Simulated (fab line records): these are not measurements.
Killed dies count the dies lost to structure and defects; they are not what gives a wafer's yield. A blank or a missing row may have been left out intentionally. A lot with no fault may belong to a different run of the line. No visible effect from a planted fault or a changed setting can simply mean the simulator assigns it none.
A single fault, viewed from 2 desks + flow sky130 + what lay behind the numbers comes last; until then each desk has only its own

AT THE METROLOGY DESK
Lot by lot, what the gauges showed, no matter which tool ran the lot: averages of those sampled wafers that carry a number. If a lot's mean is further than 4 standard deviations from the usual mean, the lot is out of limits and carries the mark OUT (the distance appears in the brackets).
Columns: A = cd-nm at SKY_LI_CONTACT_CD_MEAS_12, usual 169.8 nm; B = LI_CONTACT_OVL at SKY_LI_CONTACT_OVL_MEAS_13, usual 2 nm
| lot  | first seen here | A     | B  |
|------|-----------------|-------|----|
| L349 | day 29 01:37    | 168.3 | 0  |
| L353 | day 30 19:12    | 169.3 | -1 |
| L361 | day 33 04:04    | 170.2 | 2  |
| L362 | day 33 10:46    | 168.0 | -5 |
| L363 | day 33 16:35    | 170.0 | -1 |
| L370 | day 35 22:47    | 171.2 | 2  |
This desk's verdict: no lot among the 6 shows anything out of limits.

FOR THE TOOL OWNER'S DESK: pvd-sputter-04
At SKY_LI_CONTACT_SPUTTER_20 (material TiN, target thk 20 nm, time 80 s) the tool's own readings: per lot run on this tool, the mean of the sampled wafers that have a number. If a lot's mean is further than 4 standard deviations from the usual mean, the lot is out of limits and carries the mark OUT (the distance appears in the brackets).
Columns: A = chamber-pressure-pa at SKY_LI_CONTACT_SPUTTER_20, usual 5.001 Pa; B = throttle-valve-pct at SKY_LI_CONTACT_SPUTTER_20, usual 30.1 %
| lot  | first seen here | A                | B    |
|------|-----------------|------------------|------|
| L353 | day 30 19:50    | 4.998            | 31.2 |
| L362 | day 33 11:26    | 5.070 (+6.3) OUT | 29.9 |
| L363 | day 33 17:15    | 5.083 (+7.5) OUT | 30.2 |
This desk's verdict: out of limits on L362, L363, starting with L362 at day 33 11:26 (chamber-pressure-pa at SKY_LI_CONTACT_SPUTTER_20). L353: within limits.

TAKEN TOGETHER
On L362, L363, at day 33 11:26, an alarm was possible from the tool owner's desk.
Nothing out of limits was seen by the metrology desk.
The metrology desk holds a record of L362, L363, inside its limits.
On pvd-sputter-04, each named lot ran SKY_LI_CONTACT_SPUTTER_20.

WHAT WAS PUT IN BY THE SIMULATOR
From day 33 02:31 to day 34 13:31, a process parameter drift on pvd-sputter-04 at SKY_LI_CONTACT_SPUTTER_20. The setting chamber-pressure-pa was moved by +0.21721, starting from 5. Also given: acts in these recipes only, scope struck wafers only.
Lots struck among those shown: L362, L363.
Time in hours from fault onset to the first out-of-limits reading at each desk: the tool owner's desk, 9.
